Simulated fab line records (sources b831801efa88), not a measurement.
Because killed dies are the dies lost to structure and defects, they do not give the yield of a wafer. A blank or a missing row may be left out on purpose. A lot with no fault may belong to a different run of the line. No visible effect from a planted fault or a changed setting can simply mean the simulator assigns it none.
fab line records + flow sky130
[record]
- lots = 7
- wafers = 21
- last_day = 49
route steps=708 shown CONTACT@424 METAL1@434 PAD_OPEN@708
lots that met no fault: taken from a fault-free run of the same line
start_h: hours from the record's opening day to when the first of the lot's shown wafers began + wait_h: hours from the lot's prior step to this one + " the same as in the row above + L1.1+2: one row covering several wafers at once + - no value present, or no start provided + * or withheld: withheld + < > ~ a bound
route shown NAME@n: a module of which the file shows steps, and the number in the route of the first + usual: the fault-free wafers' mean and standard deviation + same: alike in all rows + chamber/n: place in a boat + sites: per-site readings + _std_site: the standard deviation of these + _edge_site: outer sites' mean less inner sites' + radius_mm: how far each site lies from the wafer's centre + mask NAME#n: copy n + behind: tool/chamber where the wafer was last shaped + hold: the reason the lot was held/the length of the hold in hours/how it ended + device: names the non-switching transistor (n, p or np) + end of line: the route-end tests of the same wafers + a step without rows: its recipe alone + killed: count of dies lost to structure and defects at first sort (not the wafer's yield) + map: per-die view of a wafer (x killed, . not killed, _ where there is no die)
set.NAME: setting as actually run; set.NAME@STEP: the setting as run at that earlier step + model.NAME: the simulator's own value behind a step, which no gauge read
certain route steps with their lots: each step a table, each wafer a row
services: when a tool's chamber went out of use (start_h, in hours from the record's first day, below 0 if earlier), for how many hours, and the reason
[[steps]]
[step SKY_CONTACT_ETCH_18]
[recipe]
- target = Si3N4
- chemistry = CHF3/O2
- stop_on = TiN
- source_w = 600
- bias_w = 200
- pressure_mtorr = 40
- chf3_flow_sccm = 50
- O2_flow_sccm = 5
- time_s = 39
- target_depth_a = 750
[usual]
- drypump_motor_current_A = 5.6/0.47
- oes_product_au = 0.857/0.0084
- throttle_valve_pct = 8.794/0.0084
| lot.wafer | tool        | chamber | start_h | wait_h | drypump_motor_current_A | oes_product_au | rf_hours_counter_h | throttle_valve_pct |
|-----------|-------------|---------|---------|--------|-------------------------|----------------|--------------------|--------------------|
| L755.1    | rie_diel-04 | 1       | -       | -      | 5.8                     | 0.852          | 10                 | 8.795              |
| L755.3    | "           | 0       | "       | "      | 5.4                     | 0.848          | 7                  | 8.789              |
| L755.6    | "           | 1       | "       | "      | 5.8                     | 0.841          | -                  | 8.782              |
| L763.1    | rie_diel-01 | 2       | -       | -      | 4.9                     | 0.850          | 18                 | 8.788              |
| L763.3    | "           | 0       | "       | "      | 6.1                     | 0.849          | 0                  | 8.789              |
| L763.4    | "           | 1       | "       | "      | 4.8                     | 0.860          | 16                 | 8.793              |
| L765.1    | rie_diel-02 | 2       | -       | -      | 5.7                     | 0.856          | 22                 | 8.797              |
| L765.4    | "           | 0       | "       | "      | 5.1                     | 0.861          | 5                  | 8.796              |
| L765.6    | "           | 3       | "       | "      | 5.9                     | 0.873          | -                  | 8.799              |
| L766.1    | rie_diel-01 | 1       | -       | -      | 4.8                     | 0.855          | 18                 | 8.806              |
| L766.2    | "           | 0       | "       | "      | 6.1                     | 0.857          | 2                  | 8.772              |
| L766.5    | "           | 0       | "       | "      | 6.1                     | 0.868          | -                  | 8.810              |
| L768.1    | rie_diel-01 | 1       | -       | -      | 4.8                     | 0.867          | 18                 | 8.794              |
| L768.4    | "           | 1       | "       | "      | 4.8                     | 0.857          | -                  | 8.787              |
| L768.5    | "           | 0       | "       | "      | 6.1                     | 0.859          | -                  | 8.796              |
| L769.4    | rie_diel-04 | 1       | -       | -      | 5.8                     | 0.852          | 13                 | 8.790              |
| L769.5    | "           | 1       | "       | "      | 5.8                     | 0.856          | -                  | 8.786              |
| L769.6    | "           | 0       | "       | "      | 5.4                     | 0.856          | -                  | 8.795              |
| L772.1    | rie_diel-02 | 0       | -       | -      | 5.1                     | 0.849          | 6                  | 8.793              |
| L772.4    | "           | 1       | "       | "      | 5.6                     | 0.865          | 2                  | 8.791              |
| L772.6    | "           | 0       | "       | "      | 5.1                     | 0.859          | -                  | 8.784              |
[step SKY_CONTACT_STRIP_19]
[recipe]
- chemistry = O2/N2
- power_w = 1400
- pressure_mtorr = 1500
- platen_temp_c = withheld
- o2_flow_sccm = 3000
- n2_flow_sccm = 300
- overash_fraction = 0.5
[step SKY_CONTACT_STRIP_20]
[recipe]
- chemistry = post_etch_residue_remover
- time_s = 1200
- temp_c = 72.5
[step SKY_CONTACT_CLEAN_21]
[recipe]
- chemistry = IPA
- time_s = 180
- temp_c = 25
[step SKY_CONTACT_CLEAN_22]
[recipe]
- chemistry = O3/DIW
- dry = n2_spin
[step SKY_CONTACT_SPUTTER_23]
[recipe]
- material = TiN
- target_thk_nm = 20
- chamber_pressure_pa = 5
- power_w = 4000
- time_s = 80
[step SKY_CONTACT_CVD_24]
[recipe]
- material = W
- target_thk_nm = 340
- time_s = 102.12
- temp_c = 400
- pressure_torr = 40
[usual]
- heater_power_w = 863/50
| lot.wafer | tool     | chamber | start_h | wait_h | heater_power_w |
|-----------|----------|---------|---------|--------|----------------|
| L755.1    | cvd_w-02 | 0       | 775.44  | 0.0    | 901            |
| L755.3    | "        | 0       | "       | "      | 910            |
| L755.6    | "        | 0       | "       | "      | 908            |
| L763.1    | cvd_w-02 | 1       | 837.64  | 0.0    | 968            |
| L763.3    | "        | 1       | "       | "      | 953            |
| L763.4    | "        | 0       | "       | "      | 912            |
| L765.1    | cvd_w-02 | 0       | 885.78  | 0.0    | 869            |
| L765.4    | "        | 0       | "       | "      | 892            |
| L765.6    | "        | 0       | "       | "      | 912            |
| L766.1    | cvd_w-02 | 0       | 887.56  | 0.0    | 899            |
| L766.2    | "        | 0       | "       | "      | 897            |
| L766.5    | "        | 0       | "       | "      | 908            |
| L768.1    | cvd_w-01 | 1       | 889.25  | 0.0    | 811            |
| L768.4    | "        | 0       | "       | "      | 815            |
| L768.5    | "        | 0       | "       | "      | 813            |
| L769.4    | cvd_w-01 | 0       | 891.82  | 0.1    | 776            |
| L769.5    | "        | 0       | "       | "      | 806            |
| L769.6    | "        | 1       | "       | "      | 818            |
| L772.1    | cvd_w-02 | 0       | 895.75  | 0.0    | 923            |
| L772.4    | "        | 0       | "       | "      | 906            |
| L772.6    | "        | 0       | "       | "      | 895            |
[step SKY_CONTACT_RS_MEAS_25]
[recipe]
- thk_meas_gauge = four-point-probe
- reads = W_of_CONTACT_CVD_24+TiN_of_CONTACT_SPUTTER_23
[usual]
- CONTACT_W_RS = 0.337/0.004
| lot.wafer | tool          | chamber | start_h | wait_h | CONTACT_W_RS[ohm/sq] |
|-----------|---------------|---------|---------|--------|----------------------|
| L755.1    | film_metro-01 | -       | 775.55  | 0.1    | 0.336                |
| L755.3    | "             | -       | "       | "      | 0.337                |
| L755.6    | "             | -       | "       | "      | 0.336                |
| L763.1    | film_metro-02 | -       | 837.75  | 0.1    | 0.345                |
| L763.3    | "             | -       | "       | "      | 0.346                |
| L763.4    | "             | -       | "       | "      | 0.335                |
| L765.1    | film_metro-03 | -       | 886.00  | 0.2    | 0.330                |
| L765.4    | "             | -       | "       | "      | 0.334                |
| L765.6    | "             | -       | "       | "      | 0.332                |
| L766.1    | film_metro-01 | -       | 887.78  | 0.2    | 0.335                |
| L766.2    | "             | -       | "       | "      | 0.333                |
| L766.5    | "             | -       | "       | "      | 0.334                |
| L768.1    | film_metro-03 | -       | 889.36  | 0.1    | 0.343                |
| L768.4    | "             | -       | "       | "      | 0.340                |
| L768.5    | "             | -       | "       | "      | 0.340                |
| L769.4    | film_metro-03 | -       | 891.96  | 0.1    | 0.339                |
| L769.5    | "             | -       | "       | "      | 0.337                |
| L769.6    | "             | -       | "       | "      | 0.339                |
| L772.1    | film_metro-02 | -       | 895.97  | 0.2    | 0.336                |
| L772.4    | "             | -       | "       | "      | 0.336                |
| L772.6    | "             | -       | "       | "      | 0.333                |
[step SKY_CONTACT_THK_MEAS_26]
[recipe]
- thk_meas_gauge = xrf
- reads = W_of_CONTACT_CVD_24
[usual]
- CONTACT_W_THK = 346/6.7
| lot.wafer | tool          | chamber | start_h | wait_h | CONTACT_W_THK[nm] |
|-----------|---------------|---------|---------|--------|-------------------|
| L755.1    | film_metro-01 | -       | 775.67  | 0.1    | 341               |
| L755.3    | "             | -       | "       | "      | 344               |
| L755.6    | "             | -       | "       | "      | 338               |
| L763.1    | film_metro-02 | -       | 837.87  | 0.1    | 348               |
| L763.3    | "             | -       | "       | "      | 345               |
| L763.4    | "             | -       | "       | "      | 356               |
| L765.1    | film_metro-03 | -       | 886.12  | 0.1    | 353               |
| L765.4    | "             | -       | "       | "      | 349               |
| L765.6    | "             | -       | "       | "      | 348               |
| L766.1    | film_metro-01 | -       | 887.90  | 0.1    | 343               |
| L766.2    | "             | -       | "       | "      | 347               |
| L766.5    | "             | -       | "       | "      | 341               |
| L768.1    | film_metro-03 | -       | 889.48  | 0.1    | 338               |
| L768.4    | "             | -       | "       | "      | 339               |
| L768.5    | "             | -       | "       | "      | 338               |
| L769.4    | film_metro-03 | -       | 892.05  | 0.1    | 342               |
| L769.5    | "             | -       | "       | "      | 346               |
| L769.6    | "             | -       | "       | "      | 341               |
| L772.1    | film_metro-02 | -       | 896.09  | 0.1    | 356               |
| L772.4    | "             | -       | "       | "      | 354               |
| L772.6    | "             | -       | "       | "      | 358               |
[step SKY_CONTACT_CMP_27]
[recipe]
- stop_on = SiO2
- t_overpolish_s = 15
- down_force_psi = 3.5
- platen_rpm = 60
- target_thk_nm = 0
- pad_velocity_m_s = 0.94248
[usual]
- motor_current_A = 11.0/0.92
- overpolish_run_s = 15.001/0.0086
- time_to_endpoint_s = 82/4.7
[same]
- t_overpolish_s = 15
| lot.wafer | tool   | chamber | start_h | wait_h | motor_current_A | overpolish_run_s | time_to_endpoint_s |
|-----------|--------|---------|---------|--------|-----------------|------------------|--------------------|
| L755.1    | cmp-01 | 1       | 775.78  | 0.1    | 11.0            | 15.010           | 84                 |
| L755.3    | "      | 3       | "       | "      | 11.2            | 15.016           | 73                 |
| L755.6    | "      | 1       | "       | "      | 11.7            | 15.007           | 83                 |
| L763.4    | cmp-02 | 1       | 837.93  | 0.0    | 11.9            | 14.995           | 87                 |
| L763.1    | "      | 2       | "       | "      | 9.5             | 15.004           | 74                 |
| L763.3    | "      | 0       | "       | "      | 12.4            | 14.994           | 80                 |
| L765.1    | cmp-01 | 0       | 886.23  | 0.1    | 9.8             | 14.997           | 86                 |
| L765.4    | "      | 2       | "       | "      | 11.6            | 15.005           | 83                 |
| L765.6    | "      | 0       | "       | "      | 10.0            | 14.999           | 88                 |
| L766.1    | cmp-02 | 1       | 888.01  | 0.1    | 11.6            | 14.987           | 89                 |
| L766.2    | "      | 3       | "       | "      | 12.5            | 15.004           | 86                 |
| L766.5    | "      | 0       | "       | "      | 11.5            | 14.993           | 83                 |
| L768.1    | cmp-01 | 1       | 889.54  | 0.1    | 11.0            | 14.996           | 82                 |
| L768.4    | "      | 0       | "       | "      | 9.7             | 14.993           | 85                 |
| L768.5    | "      | 1       | "       | "      | 11.4            | 15.000           | 82                 |
| L769.4    | cmp-02 | 1       | 892.13  | 0.1    | 10.8            | 14.999           | 86                 |
| L769.5    | "      | 0       | "       | "      | 12.2            | 15.008           | 86                 |
| L769.6    | "      | 1       | "       | "      | 11.9            | 14.989           | 87                 |
| L772.4    | cmp-02 | 0       | 896.36  | 0.2    | 12.6            | 15.004           | 82                 |
| L772.1    | "      | 1       | "       | "      | 11.0            | 14.996           | 86                 |
| L772.6    | "      | 0       | "       | "      | 11.7            | 15.003           | 84                 |
[step SKY_METAL1_SPUTTER_00]
[recipe]
- material = Ti
- target_thk_nm = 15
- power_w = 3000
- time_s = 10
- chamber_pressure_pa = 0.4
[step SKY_METAL1_SPUTTER_01]
[recipe]
- material = TiN
- target_thk_nm = 20
- power_w = 6500
- time_s = 16.7
- chamber_pressure_pa = 0.4
[usual]
- throttle_valve_pct = 29.9/1.4
| lot.wafer | tool           | chamber | start_h | wait_h | throttle_valve_pct |
|-----------|----------------|---------|---------|--------|--------------------|
| L755.1    | pvd_sputter-03 | -       | 776.06  | 0.0    | 27.9               |
| L755.3    | "              | -       | "       | "      | 29.8               |
| L755.6    | "              | -       | "       | "      | 29.8               |
| L763.1    | pvd_sputter-04 | -       | 838.26  | 0.0    | 30.5               |
| L763.3    | "              | -       | "       | "      | 28.4               |
| L763.4    | "              | -       | "       | "      | 28.6               |
| L765.1    | pvd_sputter-04 | -       | 886.50  | 0.0    | 31.1               |
| L765.4    | "              | -       | "       | "      | 28.7               |
| L765.6    | "              | -       | "       | "      | 30.8               |
| L766.1    | pvd_sputter-03 | -       | 888.28  | 0.0    | 31.5               |
| L766.2    | "              | -       | "       | "      | 29.5               |
| L766.5    | "              | -       | "       | "      | 28.1               |
| L768.1    | pvd_sputter-04 | -       | 889.86  | 0.0    | 31.1               |
| L768.4    | "              | -       | "       | "      | 28.6               |
| L768.5    | "              | -       | "       | "      | 28.4               |
| L769.4    | pvd_sputter-01 | -       | 892.40  | 0.0    | 33.0               |
| L769.5    | "              | -       | "       | "      | 28.9               |
| L769.6    | "              | -       | "       | "      | 33.1               |
| L772.1    | pvd_sputter-04 | -       | 896.64  | 0.0    | 28.5               |
| L772.4    | "              | -       | "       | "      | 31.2               |
| L772.6    | "              | -       | "       | "      | 28.4               |
[step SKY_METAL1_SPUTTER_02]
[recipe]
- material = AlCu
- target_thk_nm = 250
- power_w = 10600
- time_s = 13.3
- chamber_pressure_pa = 0.4
[usual]
- throttle_valve_pct = 29.9/1.4
| lot.wafer | tool           | chamber | start_h | wait_h | throttle_valve_pct | model.AlCu_of_METAL1_SPUTTER_02.thk_nm |
|-----------|----------------|---------|---------|--------|--------------------|----------------------------------------|
| L755.1    | pvd_sputter-03 | -       | 776.08  | 0.0    | 28.2               | 247.5                                  |
| L755.3    | "              | -       | "       | "      | 30.0               | 244.6                                  |
| L755.6    | "              | -       | "       | "      | 29.6               | 249.3                                  |
| L763.1    | pvd_sputter-04 | -       | 838.28  | 0.0    | 31.2               | 247.2                                  |
| L763.3    | "              | -       | "       | "      | 28.7               | 250.6                                  |
| L763.4    | "              | -       | "       | "      | 28.6               | 248.5                                  |
| L765.1    | pvd_sputter-04 | -       | 886.52  | 0.0    | 31.1               | 78.96                                  |
| L765.4    | "              | -       | "       | "      | 28.7               | 76.91                                  |
| L765.6    | "              | -       | "       | "      | 30.8               | 72.87                                  |
| L766.1    | pvd_sputter-03 | -       | 888.30  | 0.0    | 31.6               | 247.7                                  |
| L766.2    | "              | -       | "       | "      | 29.8               | 249.5                                  |
| L766.5    | "              | -       | "       | "      | 28.1               | 250.4                                  |
| L768.1    | pvd_sputter-04 | -       | 889.89  | 0.0    | 31.2               | 77.34                                  |
| L768.4    | "              | -       | "       | "      | 28.4               | 77.5                                   |
| L768.5    | "              | -       | "       | "      | 28.5               | 75.1                                   |
| L769.4    | pvd_sputter-01 | -       | 892.43  | 0.0    | 32.9               | 246.1                                  |
| L769.5    | "              | -       | "       | "      | 28.8               | 248.2                                  |
| L769.6    | "              | -       | "       | "      | 32.8               | 247.2                                  |
| L772.1    | pvd_sputter-04 | -       | 896.66  | 0.0    | 28.7               | 77.85                                  |
| L772.4    | "              | -       | "       | "      | 31.1               | 78.75                                  |
| L772.6    | "              | -       | "       | "      | 28.4               | 77.67                                  |
[step SKY_METAL1_SPUTTER_03]
[recipe]
- material = Ti
- target_thk_nm = 5
- power_w = 3000
- time_s = 3.3
- chamber_pressure_pa = 0.4
[usual]
- throttle_valve_pct = 29.9/1.4
| lot.wafer | tool           | chamber | start_h | wait_h | throttle_valve_pct |
|-----------|----------------|---------|---------|--------|--------------------|
| L755.1    | pvd_sputter-03 | -       | 776.11  | 0.0    | 28.2               |
| L755.3    | "              | -       | "       | "      | 29.6               |
| L755.6    | "              | -       | "       | "      | 29.7               |
| L763.1    | pvd_sputter-04 | -       | 838.31  | 0.0    | 30.7               |
| L763.3    | "              | -       | "       | "      | 28.5               |
| L763.4    | "              | -       | "       | "      | 28.8               |
| L765.1    | pvd_sputter-04 | -       | 886.55  | 0.0    | 31.0               |
| L765.4    | "              | -       | "       | "      | 28.3               |
| L765.6    | "              | -       | "       | "      | 30.9               |
| L766.1    | pvd_sputter-03 | -       | 888.33  | 0.0    | 31.8               |
| L766.2    | "              | -       | "       | "      | 29.7               |
| L766.5    | "              | -       | "       | "      | 28.1               |
| L768.1    | pvd_sputter-04 | -       | 889.91  | 0.0    | 31.1               |
| L768.4    | "              | -       | "       | "      | 28.5               |
| L768.5    | "              | -       | "       | "      | 28.7               |
| L769.4    | pvd_sputter-01 | -       | 892.45  | 0.0    | 33.2               |
| L769.5    | "              | -       | "       | "      | 28.8               |
| L769.6    | "              | -       | "       | "      | 32.7               |
| L772.1    | pvd_sputter-04 | -       | 896.69  | 0.0    | 28.8               |
| L772.4    | "              | -       | "       | "      | 31.2               |
| L772.6    | "              | -       | "       | "      | 28.6               |
[step SKY_METAL1_SPUTTER_04]
[recipe]
- material = TiN
- target_thk_nm = 70
- power_w = 6500
- time_s = 58.3
- chamber_pressure_pa = 0.4
[step SKY_METAL1_RS_MEAS_05]
[recipe]
- thk_meas_gauge = four-point-probe
- reads = TiN_of_METAL1_SPUTTER_04+Ti_of_METAL1_SPUTTER_03+AlCu_of_METAL1_SPUTTER_02+TiN_of_METAL1_SPUTTER_01+Ti_of_METAL1_SPUTTER_00
[usual]
- METAL1_ALCU_RS = 0.1273/0.0014
| lot.wafer | tool          | chamber | start_h | wait_h | hold                     | METAL1_ALCU_RS[ohm/sq] |
|-----------|---------------|---------|---------|--------|--------------------------|------------------------|
| L755.1    | film_metro-01 | -       | 776.17  | 0.0    | -                        | 0.1282                 |
| L755.3    | "             | -       | "       | "      | -                        | 0.1296                 |
| L755.6    | "             | -       | "       | "      | -                        | 0.1269                 |
| L763.1    | film_metro-02 | -       | 838.37  | 0.0    | -                        | 0.1284                 |
| L763.3    | "             | -       | "       | "      | -                        | 0.1268                 |
| L763.4    | "             | -       | "       | "      | -                        | 0.1280                 |
| L765.1    | film_metro-04 | -       | 886.62  | 0.0    | await_dispo/0.2h/release | 0.4307                 |
| L765.4    | "             | -       | "       | "      | await_dispo/0.2h/release | 0.4420                 |
| L765.6    | "             | -       | "       | "      | await_dispo/0.2h/release | 0.4701                 |
| L765.1    | film_metro-04 | -       | 886.90  | 0.3    | -                        | 0.4309                 |
| L765.4    | "             | -       | "       | "      | -                        | 0.4426                 |
| L765.6    | "             | -       | "       | "      | -                        | 0.4700                 |
| L766.1    | film_metro-02 | -       | 888.40  | 0.0    | -                        | 0.1281                 |
| L766.2    | "             | -       | "       | "      | -                        | 0.1270                 |
| L766.5    | "             | -       | "       | "      | -                        | 0.1268                 |
| L768.1    | film_metro-04 | -       | 889.98  | 0.0    | await_dispo/0.2h/release | 0.4417                 |
| L768.4    | "             | -       | "       | "      | await_dispo/0.2h/release | 0.4392                 |
| L768.5    | "             | -       | "       | "      | await_dispo/0.2h/release | 0.4556                 |
| L768.1    | film_metro-04 | -       | 890.36  | 0.4    | -                        | 0.4424                 |
| L768.4    | "             | -       | "       | "      | -                        | 0.4403                 |
| L768.5    | "             | -       | "       | "      | -                        | 0.4557                 |
| L769.4    | film_metro-02 | -       | 892.58  | 0.1    | -                        | 0.1289                 |
| L769.5    | "             | -       | "       | "      | -                        | 0.1280                 |
| L769.6    | "             | -       | "       | "      | -                        | 0.1285                 |
| L772.1    | film_metro-01 | -       | 896.75  | 0.0    | await_dispo/0.2h/release | 0.4388                 |
| L772.4    | "             | -       | "       | "      | await_dispo/0.2h/release | 0.4321                 |
| L772.6    | "             | -       | "       | "      | await_dispo/0.2h/release | 0.4398                 |
| L772.1    | film_metro-01 | -       | 897.04  | 0.3    | -                        | 0.4379                 |
| L772.4    | "             | -       | "       | "      | -                        | 0.4319                 |
| L772.6    | "             | -       | "       | "      | -                        | 0.4386                 |
[step SKY_PAD_OPEN_PROBE_99]
[usual]
- defect_limited_yield = 82.8/1.9
- killed_at_M0_to_M3 = 42/6.3
- killed_at_M4_up = 3.2/1.9
- killed_at_contacts = 24/5.8
- killed_at_front_end = 15/4.3
- killed_at_other = 0.2/0.62
- killed_dies = 85/9.3
- killed_open = 46/6.8
- killed_short = 38/6.1
- sort_bin_3_pad_short = 0.8/0.43
- sort_bin_5_function = 10.2/1.5
- sort_bin_6_memory = 6.2/1.1
- sort_n_pass = 407/9.3
- sort_yield_pct = 82.8/1.9
[same]
- gross_dies = 492
- killed_at_back_side = 0
- sort_bin_4_leakage[%] = 0
- sort_bin_8_speed[%] = 0
| lot.wafer | tool      | chamber | start_h | wait_h | defect_limited_yield[%] | killed_at_M0_to_M3 | killed_at_M4_up | killed_at_contacts | killed_at_front_end | killed_at_other | killed_dies | killed_open | killed_short | sort_bin_3_pad_short[%] | sort_bin_5_function[%] | sort_bin_6_memory[%] | sort_n_pass | sort_yield_pct[%] |
|-----------|-----------|---------|---------|--------|-------------------------|--------------------|-----------------|--------------------|---------------------|-----------------|-------------|-------------|--------------|-------------------------|------------------------|----------------------|-------------|-------------------|
| L766.1    | prober-02 | -       | 1178.70 | 0.1    | 86.0                    | 45                 | 2               | 15                 | 7                   | 0               | 69          | 35          | 33           | 0.8                     | 7.3                    | 5.9                  | 423         | 86.0              |
| L766.2    | prober-02 | -       | 1178.75 | 0.1    | 79.5                    | 51                 | 6               | 26                 | 18                  | 0               | 101         | 56          | 44           | 0.2                     | 13.2                   | 7.1                  | 391         | 79.5              |
| L766.5    | prober-02 | -       | 1178.90 | 0.2    | 80.7                    | 51                 | 0               | 27                 | 17                  | 0               | 95          | 56          | 39           | 1.2                     | 11.6                   | 6.5                  | 397         | 80.7              |
// killed by level:class
L766.1 VIA3:geometric_particle:open=10 METAL1:geometric_particle:short=7 VIA1:geometric_particle:short=6 CONTACT:geometric_particle:open=6 VIA1:geometric_particle:open=5 VIA2:geometric_particle:open=5 METAL3:geometric_particle:short=5 LI_CONTACT:geometric_particle:open=4
L766.2 VIA3:geometric_particle:open=11 CONTACT:geometric_particle:open=10 METAL1:geometric_particle:short=8 VIA1:geometric_particle:open=8 FIELD_ISO:geometric_particle:open=6 CONTACT:geometric_particle:short=5 VIA2:geometric_particle:open=5 LI_CONTACT:geometric_particle:open=4
L766.5 LI_CONTACT:geometric_particle:open=11 VIA1:geometric_particle:open=9 VIA3:geometric_particle:open=7 POLY_GATE:geometric_particle:open=6 LOCAL_INTERCONNECT:geometric_particle:short=6 METAL2:geometric_particle:short=5 CONTACT:geometric_particle:open=5 METAL1:geometric_particle:open=5
[[services]]
| tool           | chamber | start_h | hours | kind                   |
|----------------|---------|---------|-------|------------------------|
| pvd_sputter-01 | 3       | 753.03  | -     | consumable_replace:kit |
| pvd_sputter-01 | 3       | 753.03  | 18.0  | scheduled_down         |
| pvd_sputter-01 | 3       | 753.03  | 18.0  | vent_cycle             |
| rie_diel-04    | -       | 754.94  | 2.2   | repair                 |
| pvd_sputter-03 | -       | 771.12  | 3.3   | repair                 |
| rie_diel-01    | 0       | 775.48  | 26.3  | repair                 |
| cmp-01         | -       | 784.00  | 1.0   | repair                 |
| cmp-02         | -       | 784.37  | 0.5   | repair                 |
| cmp-02         | -       | 791.76  | 2.2   | repair                 |
| rie_diel-01    | 1       | 794.19  | 12.3  | repair                 |
| rie_diel-01    | 0       | 806.48  | -     | clean                  |
| rie_diel-01    | 0       | 806.48  | 26.7  | scheduled_down         |
| cmp-02         | -       | 812.98  | 4.3   | repair                 |
| cmp-01         | -       | 817.42  | 1.1   | repair                 |
| cvd_w-01       | -       | 822.03  | 6.9   | pm                     |
| cvd_w-02       | 0       | 824.57  | 8.5   | repair                 |
| pvd_sputter-03 | 3       | 835.76  | -     | consumable_replace:kit |
| pvd_sputter-03 | 3       | 835.76  | 18.0  | scheduled_down         |
| pvd_sputter-03 | 3       | 835.76  | 18.0  | vent_cycle             |
| cmp-01         | -       | 862.20  | 1.0   | repair                 |
| rie_diel-04    | -       | 864.07  | 14.6  | pm                     |
| pvd_sputter-03 | -       | 873.25  | 0.6   | repair                 |
| rie_diel-01    | 2       | 880.94  | 21.7  | repair                 |
| cvd_w-02       | 1       | 885.45  | 10.6  | repair                 |
[[key]]
[first_sign]
- step = SKY_METAL1_RS_MEAS_05
- reading = visit
- direction = added
[effect]
- step = SKY_METAL1_RS_MEAS_05
- reading = METAL1_ALCU_RS
- direction = up
- sigmas = 99+
- usual = 0.1273
- struck = 0.4433
[model_effect]
- step = SKY_METAL1_SPUTTER_02
- value = AlCu_of_METAL1_SPUTTER_02.thk_nm
- without = 249.5
- struck = 76.99
met_at SKY_METAL1_SPUTTER_02
struck_wafers L765.1,L765.4,L765.6,L768.1,L768.4,L768.5,L772.1,L772.4,L772.6
scrapped_behind SKY_METAL1_RS_MEAS_05 L765.1,L765.4,L765.6,L768.1,L768.4,L768.5,L772.1,L772.4,L772.6
onset_between 838.28 886.52
also_fits SKY_METAL1_SPUTTER_01:pvd_sputter-04,SKY_METAL1_SPUTTER_03:pvd_sputter-04
[fault]
- kind = process_parameter_drift
- tool = pvd_sputter-04
- chamber = -
- onset_h = 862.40
- steps = SKY_METAL1_SPUTTER_02
- channel = target_thk_nm
- offset = -172.51
- shape = step
- end_h = 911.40
- acts_in = these_recipes_only
- stated = 250
